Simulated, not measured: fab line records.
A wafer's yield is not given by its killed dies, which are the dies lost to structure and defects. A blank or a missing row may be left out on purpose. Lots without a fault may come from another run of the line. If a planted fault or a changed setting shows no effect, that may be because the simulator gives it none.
What tool caused it?    flow gf180mcu    12 lots with 35 wafers sampled at 6 steps, on a route of 602 steps

## WHAT EACH GAUGE READ, for each wafer
GF_CONTACT_THK_MEAS_01. Usual: CONTACT_CVD_00_THK 299.3 nm, standard deviation 2.8.
lot   measured      on             CONTACT_CVD_00_THK (nm)  flag
L519  day 15 01:35  film-metro-01  298.3 297.9 301.6        
L520  day 15 11:23  film-metro-04  300.6 302.1 299.7        
L521  day 16 07:04  film-metro-01  304.3 297.6 299.2        
L522  day 16 16:37  film-metro-03  295.6 298.9 296.4        
L523  day 16 18:27  film-metro-04  295.4 299.2 298.7        
L528  day 18 18:23  film-metro-03  297.4 298.3 299.2        
L529  day 18 23:00  film-metro-01  297.3 296.1 303.8        
L531  day 19 06:32  film-metro-04  304.6 300.3 296.6        
L532  day 19 22:53  film-metro-03  299.6 298.5 300.7        
L534  day 20 12:49  film-metro-04  302.1 302.8              
L540  day 22 15:14  film-metro-01  293.0 294.0 297.5        
L542  day 23 15:23  film-metro-01  296.2 304.0 296.7        

GF_CONTACT_RS_MEAS_25: measures by four-point-probe. Usual: CONTACT_W_RS 0.379 ohm/sq, standard deviation 0.0033.
lot   measured      on             CONTACT_W_RS (ohm/sq)  flag
L519  day 16 00:40  film-metro-01  0.387 0.386 0.384      
L520  day 16 10:14  film-metro-03  0.377 0.378 0.381      
L521  day 17 14:27  film-metro-04  0.378 0.378 0.375      
L522  day 17 16:35  film-metro-03  0.382 0.376 0.378      
L523  day 17 19:41  film-metro-03  0.379 0.377 0.379      
L528  day 19 20:47  film-metro-01  0.385 0.385 0.382      
L529  day 20 01:20  film-metro-04  0.384 0.383 0.383      
L531  day 20 08:28  film-metro-04  0.379 0.378 0.378      
L532  day 21 00:40  film-metro-01  0.375 0.377 0.620      OFF
L534  day 21 14:19  film-metro-01  0.379 0.611            OFF
L540  day 23 16:06  film-metro-01  0.380 0.378 0.376      
L542  day 24 13:47  film-metro-01  0.381 0.384 0.382      

GF_CONTACT_THK_MEAS_26: measures by xrf. Usual: CONTACT_W_THK 301 nm, standard deviation 3.9.
lot   measured      on             CONTACT_W_THK (nm)  flag
L519  day 16 00:45  film-metro-01  291 292 296         
L520  day 16 10:20  film-metro-03  305 306 302         
L521  day 17 14:34  film-metro-04  301 303 305         
L522  day 17 16:43  film-metro-03  297 304 301         
L523  day 17 19:48  film-metro-03  301 301 301         
L528  day 19 20:54  film-metro-01  295 295 297         
L529  day 20 01:26  film-metro-04  299 300 299         
L531  day 20 08:35  film-metro-04  304 305 305         
L532  day 21 00:46  film-metro-01  302 300 183         OFF
L534  day 21 14:26  film-metro-01  299 186             OFF
L540  day 23 16:13  film-metro-01  298 301 301         
L542  day 24 13:54  film-metro-01  300 295 298         

## WHICH TOOL RAN EACH LOT (tool, then ch and the chambers of the sampled wafers, then the start)
lot   GF_CONTACT_CVD_02                GF_CONTACT_SPUTTER_23         GF_CONTACT_CVD_24
L519  pecvd-03 ch 0,1,2, day 15 01:39  pvd-sputter-01, day 16 00:28  cvd-w-01 ch 0,1, day 16 00:32
L520  pecvd-03 ch 0,1, day 15 11:25    pvd-sputter-01, day 16 10:03  cvd-w-02 ch 0,1, day 16 10:07
L521  pecvd-04 ch 0,1,2, day 16 07:07  pvd-sputter-04, day 17 06:38  cvd-w-02 ch 0,1, day 17 14:21
L522  pecvd-01 ch 0,1, day 16 16:41    pvd-sputter-04, day 17 16:28  cvd-w-02 ch 0,1, day 17 16:29
L523  pecvd-04 ch 0,1, day 16 18:31    pvd-sputter-01, day 17 19:32  cvd-w-02 ch 0,1, day 17 19:34
L528  pecvd-01 ch 0,2, day 18 18:27    pvd-sputter-03, day 19 20:38  cvd-w-01 ch 0,1, day 19 20:41
L529  pecvd-03 ch 0,1,2, day 18 23:02  pvd-sputter-04, day 20 01:09  cvd-w-01 ch 0,1, day 20 01:13
L531  pecvd-03 ch 0,2, day 19 06:35    pvd-sputter-04, day 20 08:20  cvd-w-02 ch 0,1, day 20 08:22
L532  pecvd-03 ch 0,1,2, day 19 22:55  pvd-sputter-04, day 21 00:29  cvd-w-02 ch 0,1, day 21 00:34
L534  pecvd-03 ch 0,2, day 20 12:52    pvd-sputter-01, day 21 14:11  cvd-w-02 ch 0,1, day 21 14:13
L540  pecvd-03 ch 0,1,2, day 22 15:17  pvd-sputter-01, day 23 15:56  cvd-w-01 ch 0,1, day 23 15:59
L542  pecvd-01 ch 0,2, day 23 15:26    pvd-sputter-01, day 24 13:38  cvd-w-01 ch 0,1, day 24 13:41
- GF_CONTACT_CVD_02: deposits SiO2 from TEOS, target thk 860 nm, time 95.992 s.
- GF_CONTACT_SPUTTER_23: material TiN, target thk 10 nm, time 40 s.
- GF_CONTACT_CVD_24: deposits W, target thk 300 nm, time 90.339 s.

## WHAT THE TOOLS THEMSELVES READ (means of the sampled wafers that have a number; where no wafer has one, the mark that the record gives instead)
GF_CONTACT_CVD_02. Usual: heater-power-w reads 689 W (standard deviation 81).
lot   tool      heater-power-w (W)  flag
L519  pecvd-03  688                 
L520  pecvd-03  680                 
L521  pecvd-04  657                 
L522  pecvd-01  708                 
L523  pecvd-04  621                 
L528  pecvd-01  583                 
L529  pecvd-03  682                 
L531  pecvd-03  763                 
L532  pecvd-03  677                 
L534  pecvd-03  779                 
L540  pecvd-03  688                 
L542  pecvd-01  650                 

GF_CONTACT_SPUTTER_23. Usual: throttle-valve-pct reads 29.8 % (standard deviation 0.94).
lot   tool            throttle-valve-pct (%)  flag
L519  pvd-sputter-01  29.3                    
L520  pvd-sputter-01  29.0                    
L521  pvd-sputter-04  30.5                    
L522  pvd-sputter-04  30.3                    
L523  pvd-sputter-01  29.5                    
L528  pvd-sputter-03  29.1                    
L529  pvd-sputter-04  30.2                    
L531  pvd-sputter-04  30.3                    
L532  pvd-sputter-04  30.2                    
L534  pvd-sputter-01  30.2                    
L540  pvd-sputter-01  28.8                    
L542  pvd-sputter-01  29.0                    

GF_CONTACT_CVD_24. Usual: heater-power-w reads 871 W (standard deviation 30).
lot   tool      heater-power-w (W)  flag
L519  cvd-w-01  870                 
L520  cvd-w-02  888                 
L521  cvd-w-02  891                 
L522  cvd-w-02  885                 
L523  cvd-w-02  889                 
L528  cvd-w-01  843                 
L529  cvd-w-01  850                 
L531  cvd-w-02  884                 
L532  cvd-w-02  887                 
L534  cvd-w-02  888                 
L540  cvd-w-01  857                 
L542  cvd-w-01  833                 

## THE ANSWER, worked out from the rows above alone
Rule: a lot counts as off when the mean over its wafers that have a number is more than 3 standard deviations away from the usual mean. Also off: a lot with no number at a reading for which 4 or more lots have one. Any other lot the step has rows for is counted as sound. After the gauges, taken in route order, come the tools' own readings; for these a lot's mean is taken, as printed above. The first step at which some lot is off is used, and at that step the reading that is off furthest; a lot without a number counts as furthest.
Off: L532, L534, at GF_CONTACT_RS_MEAS_25 (CONTACT_W_RS).
If a tool, at a process step before that reading, ran all the lots that are off and no sound lot after the first of them, it fits. The gauges at GF_CONTACT_RS_MEAS_25 are tried like those tools. One fits: cvd-w-02 at GF_CONTACT_CVD_24. Its last sound lot is L531 (day 20 08:22), its first lot that is off L532 (day 21 00:34): a fault that began between those two fits.

## WHAT THE SIMULATOR HAD INSERTED
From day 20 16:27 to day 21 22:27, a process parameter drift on cvd-w-02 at GF_CONTACT_CVD_24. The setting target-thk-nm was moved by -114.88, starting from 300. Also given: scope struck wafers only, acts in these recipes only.
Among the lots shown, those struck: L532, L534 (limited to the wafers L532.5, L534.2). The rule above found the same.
